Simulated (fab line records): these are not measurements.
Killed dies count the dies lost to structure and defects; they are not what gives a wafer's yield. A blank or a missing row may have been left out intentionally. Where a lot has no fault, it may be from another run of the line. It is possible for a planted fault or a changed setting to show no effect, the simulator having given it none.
Which tool did it? -- flow gf180mcu -- 12 lots with 35 wafers sampled at 5 steps, on a route of 602 steps

WHAT THE GAUGES READ, wafer by wafer
GF_V5_BOW_MEAS_05. Usual: V5_BOW 135 um, standard deviation 9.
lot,measured,on,V5_BOW (um),flag
L907,day 26 08:26,filmMetro-04,144 140 125,
L910,day 27 11:35,filmMetro-03,131 137 133,
L911,day 27 16:33,filmMetro-02,141 136 144,
L912,day 28 01:31,filmMetro-02,141 155 142,
L913,day 28 06:08,filmMetro-04,142 127 148,
L914,day 28 16:07,filmMetro-04,141 119 141,
L920,day 30 12:31,filmMetro-02,127 139 133,
L921,day 30 16:58,filmMetro-02,124 128,
L922,day 31 00:13,filmMetro-04,124 123 124,
L926,day 31 22:54,filmMetro-04,133 128 129,
L928,day 32 14:25,filmMetro-02,137 140 135,
L929,day 32 16:41,filmMetro-02,143 147 139,

GF_PASSIVATION_THK_MEAS_01. Usual: PASSIVATION_CVD_00_THK 1002 nm, standard deviation 12.
lot,measured,on,PASSIVATION_CVD_00_THK (nm),flag
L907,day 28 03:01,filmMetro-01,1001 1014 1007,
L910,day 29 05:46,filmMetro-03,987 1017 1012,
L911,day 29 09:53,filmMetro-03,986 983 1023,
L912,day 29 17:35,filmMetro-04,985 993 1011,
L913,day 29 21:59,filmMetro-01,990 1015 1002,
L914,day 30 08:06,filmMetro-04,1006 1000 997,
L920,day 32 01:46,filmMetro-04,982 1016 1006,
L921,day 32 05:46,filmMetro-01,997 1016,
L922,day 32 13:32,filmMetro-04,997 1002 993,
L926,day 33 10:11,filmMetro-04,997 1007 1023,
L928,day 34 00:22,filmMetro-04,1015 994 1025,
L929,day 34 02:48,filmMetro-03,1005 989 1002,

GF_PASSIVATION_THK_MEAS_03. Usual: PASSIVATION_CVD_02_THK 702 nm, standard deviation 8.8.
lot,measured,on,PASSIVATION_CVD_02_THK (nm),flag
L907,day 28 03:22,filmMetro-03,701 710 703,
L910,day 29 06:06,filmMetro-01,693 712 702,
L911,day 29 10:14,filmMetro-04,703 697 714,
L912,day 29 17:55,filmMetro-03,706 700 718,
L913,day 29 22:20,filmMetro-03,689 711 695,
L914,day 30 08:27,filmMetro-04,711 713 706,
L920,day 32 02:07,filmMetro-01,707 708 714,
L921,day 32 06:07,filmMetro-03,1204 703,OFF
L922,day 32 13:53,filmMetro-01,690 708 696,
L926,day 33 10:32,filmMetro-01,699 716 707,
L928,day 34 00:43,filmMetro-04,699 698 719,
L929,day 34 03:08,filmMetro-01,702 709 699,

TOOL THAT RAN EACH LOT (tool first, then ch and the chambers of the sampled wafers, then the start)
lot,GF_V5_SPUTTER_21,GF_PASSIVATION_CVD_02
L907,"pvdSputter-04, day 27 05:33","pecvd-02 ch 0,1, day 28 03:04"
L910,"pvdSputter-04, day 28 08:16","pecvd-01 ch 1,2, day 29 05:48"
L911,"pvdSputter-01, day 28 13:17","pecvd-02 ch 0,1,2, day 29 09:56"
L912,"pvdSputter-02, day 28 21:04","pecvd-02 ch 0,1, day 29 17:38"
L913,"pvdSputter-01, day 29 01:56","pecvd-04 ch 0,1, day 29 22:03"
L914,"pvdSputter-01, day 29 12:04","pecvd-04 ch 0,1,2, day 30 08:16"
L920,"pvdSputter-02, day 31 07:02","pecvd-04 ch 0,1,2, day 32 01:48"
L921,"pvdSputter-01, day 31 11:23","pecvd-04 ch 0,2, day 32 05:50"
L922,"pvdSputter-02, day 31 18:40","pecvd-01 ch 0,1,2, day 32 13:36"
L926,"pvdSputter-02, day 32 17:00","pecvd-01 ch 0,2, day 33 10:15"
L928,"pvdSputter-01, day 33 07:17","pecvd-02 ch 0,1, day 34 00:25"
L929,"pvdSputter-04, day 33 09:13","pecvd-02 ch 0,1,2, day 34 02:51"
- GF_V5_SPUTTER_21: material Ti, target thk 15 nm, time 80.02 s.
- GF_PASSIVATION_CVD_02: deposits Si3N4, target thk 700 nm, time 486.18 s.

WHAT THE TOOLS THEMSELVES READ (means of the sampled wafers that have a number; where no wafer has one, the mark that the record gives instead)
GF_V5_SPUTTER_21. Usual: cathodeDcPowerW 2500.0 W, standard deviation 0.49; chamberPressurePa 5.000 Pa, standard deviation 0.009; throttleValvePct 30.3 %, standard deviation 0.78.
lot,tool,cathodeDcPowerW (W),chamberPressurePa (Pa),throttleValvePct (%),flag
L907,pvdSputter-04,2500.4,5.000,30.4,
L910,pvdSputter-04,2500.1,5.007,30.1,
L911,pvdSputter-01,2500.5,5.001,30.3,
L912,pvdSputter-02,2499.9,5.001,29.6,
L913,pvdSputter-01,2500.2,5.009,30.3,
L914,pvdSputter-01,2500.2,5.003,30.6,
L920,pvdSputter-02,2499.9,5.001,30.5,
L921,pvdSputter-01,2500.1,4.995,30.6,
L922,pvdSputter-02,2499.8,4.991,30.3,
L926,pvdSputter-02,2500.1,5.000,30.6,
L928,pvdSputter-01,2499.9,4.994,30.5,
L929,pvdSputter-04,2500.0,5.009,30.9,

GF_PASSIVATION_CVD_02. Usual: 726 W for heaterPowerW, sd 77.
lot,tool,heaterPowerW (W),flag
L907,pecvd-02,707,
L910,pecvd-01,693,
L911,pecvd-02,816,
L912,pecvd-02,768,
L913,pecvd-04,752,
L914,pecvd-04,734,
L920,pecvd-04,677,
L921,pecvd-04,678,
L922,pecvd-01,635,
L926,pecvd-01,620,
L928,pecvd-02,762,
L929,pecvd-02,758,

THE ANSWER, worked out from the rows above alone
Rule: a lot is off if the mean of its wafers that have a number lies more than 3 standard deviations from the usual mean. A lot without any number at a reading at which 4 lots or more have one is off too. Where the step has rows for the other lots, those lots are counted as sound. After the gauges, taken in route order, come the tools' own readings; for these a lot's mean is taken, as printed above. The first step at which some lot is off is used, and at that step the reading that is off furthest; a lot without a number counts as furthest.
Off: at GF_PASSIVATION_THK_MEAS_03 (PASSIVATION_CVD_02_THK), L921.
A tool fits if, at a process step before that reading, it ran every lot that is off, and no sound lot after the first of them. Gauges at GF_PASSIVATION_THK_MEAS_03: tried the same way as those tools. Can't be told from this: 2 tools fit, pecvd-04 at GF_PASSIVATION_CVD_02, filmMetro-03 at GF_PASSIVATION_THK_MEAS_03.

WHAT WAS PUT IN BY THE SIMULATOR
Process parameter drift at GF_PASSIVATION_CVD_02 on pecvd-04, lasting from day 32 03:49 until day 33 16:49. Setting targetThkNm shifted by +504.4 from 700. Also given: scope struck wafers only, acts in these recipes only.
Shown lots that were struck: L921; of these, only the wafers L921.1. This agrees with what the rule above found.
